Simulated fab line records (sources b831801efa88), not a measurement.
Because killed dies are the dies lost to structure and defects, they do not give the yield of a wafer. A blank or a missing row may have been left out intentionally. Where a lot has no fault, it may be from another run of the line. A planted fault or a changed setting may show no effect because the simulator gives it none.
Matching of chambers + flow gf180mcu + cmp-02 running GF_V5_CMP_26: 4 sister chambers
The step polishes, stops on SiO2, t overpolish 15 s, target thk 0 nm. 4 wafers are shown with their chamber, then 7 later ones without.

## WAFERS PAIRED WITH THEIR CHAMBERS
| wafer  | chamber | motor_current_A (A) |
|--------|---------|---------------------|
| L474.2 | 3       | 9.9                 |
| L474.4 | 2       | 11.2                |
| L480.2 | 0       | 8.9                 |
| L480.4 | 1       | 11.3                |

## WAFERS WITH NO CHAMBER GIVEN
| wafer  | motor_current_A (A) |
|--------|---------------------|
| L480.6 | 9.8                 |
| L481.1 | 10.2                |
| L481.3 | 11.7                |
| L481.4 | 11.0                |
| L484.1 | 11.2                |
| L484.3 | 9.1                 |
| L484.5 | 11.0                |

## THE CHAMBER EACH PASSED THROUGH
| wafer  | from the rows above     | in truth                   |
|--------|-------------------------|----------------------------|
| L480.6 | 3                       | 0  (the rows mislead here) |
| L481.1 | 3                       | 3                          |
| L481.3 | can't be placed: 1 or 2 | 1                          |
| L481.4 | can't be placed: 2 or 1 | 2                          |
| L484.1 | can't be placed: 2 or 1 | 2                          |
| L484.3 | 0                       | 0                          |
| L484.5 | can't be placed: 2 or 1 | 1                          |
Correct placement for 2 of the 7. From these rows, 4 cannot be placed; in 4 the true chamber is one of the candidates. Placed wrongly: 1.
How it was worked out, from the rows above alone: a wafer's distance from a chamber is the root of the sum, over the readings, of the square of ((its reading less the chamber's mean) divided by the reading's scatter). If the next closest chamber is less than 2 further off than the closest, the wafer can't be placed; otherwise it belongs to the closest. For every chamber, the mean is computed from those of its wafers that are shown. The scatter: with one shown wafer a chamber, the root of the mean of the squares of how far each hidden wafer lies from its nearest shown one.
